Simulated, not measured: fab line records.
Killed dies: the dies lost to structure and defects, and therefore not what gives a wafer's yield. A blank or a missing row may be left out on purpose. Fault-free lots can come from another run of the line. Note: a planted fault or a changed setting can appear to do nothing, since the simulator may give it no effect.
Problem report in the 8D (eight disciplines) form, filled by code | flow gf180mcu | the parts of the form that need people (team, actions taken, sign-off) are left out

== 1. WHAT IS WRONG ==
Across 6 wafers from 2 lots, HV_LDD_4_TW at GF_HV_LDD_TW_MEAS_50 averages 604, while fault-free wafers read 572 with a standard deviation of 3.9. That puts it +8.1 standard deviations away from the usual mean.
The first sign was on wafer L711.1 at day 16 22:05, on film_metro-02. Wafers with a number at this step in the record: 39, from 13 lots. Rule for "out" (also "out of limits"): further than 4 standard deviations from the usual mean. Any other wafer with a number is counted as sound.

== 2. WHAT IT IS, WHAT IT ISN'T ==
question                    | is                           | is not
which readings at this step | HV_LDD_4_TW                  | -
which lots                  | L711, L712                   | L698, L700, L701, L703, L704, L706, L709, L713, L716, L718, L720
which wafers of those lots  | all that have a number       | -
read on which gauges        | film_metro-02, film_metro-03 | film_metro-04
when                        | from day 16 22:05            | up to then (21 sound wafers); but 12 sound wafers of L713, L716, L718, L720 came after

== 3. WHAT RULES OUT EACH SUSPECT ==
Counting: a tool stays on the suspect list if, at a process step up to the reading, it processed all lots that are out and no sound lot following the first of them.
- the gauge at GF_HV_LDD_TW_MEAS_50: ruled out. The wafers that are out were read on 2 gauges (film_metro-02, film_metro-03).
- implanter-03 at GF_HV_LDD_IMPLANT_48: kept. It ran every lot that is out, first L711 (day 16 21:50), and no sound lot after that; its last sound lot up to then is L709 (day 16 06:37). Its own beam_energy_keV readings are out on those wafers.
After counting, what remains is implanter-03 at GF_HV_LDD_IMPLANT_48.

== 4. THE CAUSE (what the simulator had put in) ==
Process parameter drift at GF_HV_LDD_IMPLANT_48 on implanter-03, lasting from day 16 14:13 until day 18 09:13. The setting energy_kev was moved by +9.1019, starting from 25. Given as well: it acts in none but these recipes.
Only this tool survived the counting.

== 5. THE CHAIN OF EFFECTS, in route order ==
Each row: a reading where the mean over the struck wafers with a number is more than 3 standard deviations away from the usual. Only readings whose record carries a usual standard deviation are examined. hours: median over the lots of the time between each lot's start at the first step of this table that gives one and its start at this step. sigmas: the change, counted in usual standard deviations.
hours | step                 | reading         | usual  | on struck wafers | change | sigmas
0     | GF_HV_LDD_IMPLANT_48 | beam_energy_keV | 25.000 | 34.105           | +9.105 | +99 or more
0     | GF_HV_LDD_TW_MEAS_50 | HV_LDD_4_TW     | 572    | 604              | +32    | +8.1
The process steps in it:
- GF_HV_LDD_IMPLANT_48

== 6. WHAT WOULD HAVE CAUGHT IT SOONER ==
The first out-of-limits reading at a measuring or inspecting step in this record came at day 16 22:05, 8 hours after the fault's start at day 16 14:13.
At GF_HV_LDD_IMPLANT_48, the tool's own readings (beam_energy_keV) were out on each struck wafer the step has a row for, so an alarm limit on them would have fired on the first such wafer.
L712, from the lots that are out (2), started GF_HV_LDD_IMPLANT_48 on implanter-03 later than day 16 22:05. A hold on the tool at that time would have spared it.
